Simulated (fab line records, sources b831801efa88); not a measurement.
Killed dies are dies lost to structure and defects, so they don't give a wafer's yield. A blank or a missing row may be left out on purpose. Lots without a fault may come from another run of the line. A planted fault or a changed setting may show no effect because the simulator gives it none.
Which tool did it? | flow gf180mcu | 6 lots, 18 wafers sampled, at 2 steps of a route of 602

WHAT THE GAUGES READ, wafer by wafer
GF_CONTACT_RS_MEAS_25: measures by four-point-probe.
lot  | measured     | on            | CONTACT_W_RS (ohm/sq)
L999 | day 17 11:56 | film_metro-04 | 0.379 0.374 0.378
L105 | day 19 11:29 | film_metro-04 | 0.387 0.440 0.383
L108 | day 20 10:08 | film_metro-04 | 0.375 0.388 0.387
L113 | day 22 06:23 | film_metro-01 | 0.384 0.391 0.390
L116 | day 23 09:04 | film_metro-02 | 0.383 0.380 0.380
L119 | day 24 08:17 | film_metro-02 | 0.379 0.379 0.380

WHICH TOOL RAN EACH LOT (tool, then ch and the chambers of the sampled wafers, then the start)
lot  | GF_CONTACT_CVD_24
L999 | cvd_w-01 ch 0,1, day 17 11:49
L105 | cvd_w-01 ch 0,1, day 19 11:23
L108 | cvd_w-02 ch 0,1, day 20 10:02
L113 | cvd_w-02 ch 0,1, day 22 06:17
L116 | cvd_w-01 ch 0,1, day 23 08:57
L119 | cvd_w-01 ch 0,1, day 24 08:11
- GF_CONTACT_CVD_24: deposits W, target thk 300 nm, time 90.339 s.

THE ANSWER, worked out from the rows above alone
Rule: what is usual is taken from the lots themselves. Put in order of their means at a reading, lots are off if they are a third of the lots or fewer, leave a main group of 4 or more, and stand apart from it by a gap of 3 or more times the standard deviation of the main group's means; of several such gaps the widest counts. A main group whose means are all the same, to the digits that the tables above print for the reading, isn't used. A lot without any number at a reading at which 4 lots or more have one is off too. The other lots that the step has rows for count as sound.
Off: L105, at GF_CONTACT_RS_MEAS_25 (CONTACT_W_RS). The main group: mean 0.382 ohm/sq, standard deviation 0.0039.
A tool fits if, at a process step before that reading, it ran every lot that is off, and no sound lot after the first of them. The gauges at GF_CONTACT_RS_MEAS_25 are tried like those tools. None of those tried fits.

WHAT THE SIMULATOR HAD PUT IN
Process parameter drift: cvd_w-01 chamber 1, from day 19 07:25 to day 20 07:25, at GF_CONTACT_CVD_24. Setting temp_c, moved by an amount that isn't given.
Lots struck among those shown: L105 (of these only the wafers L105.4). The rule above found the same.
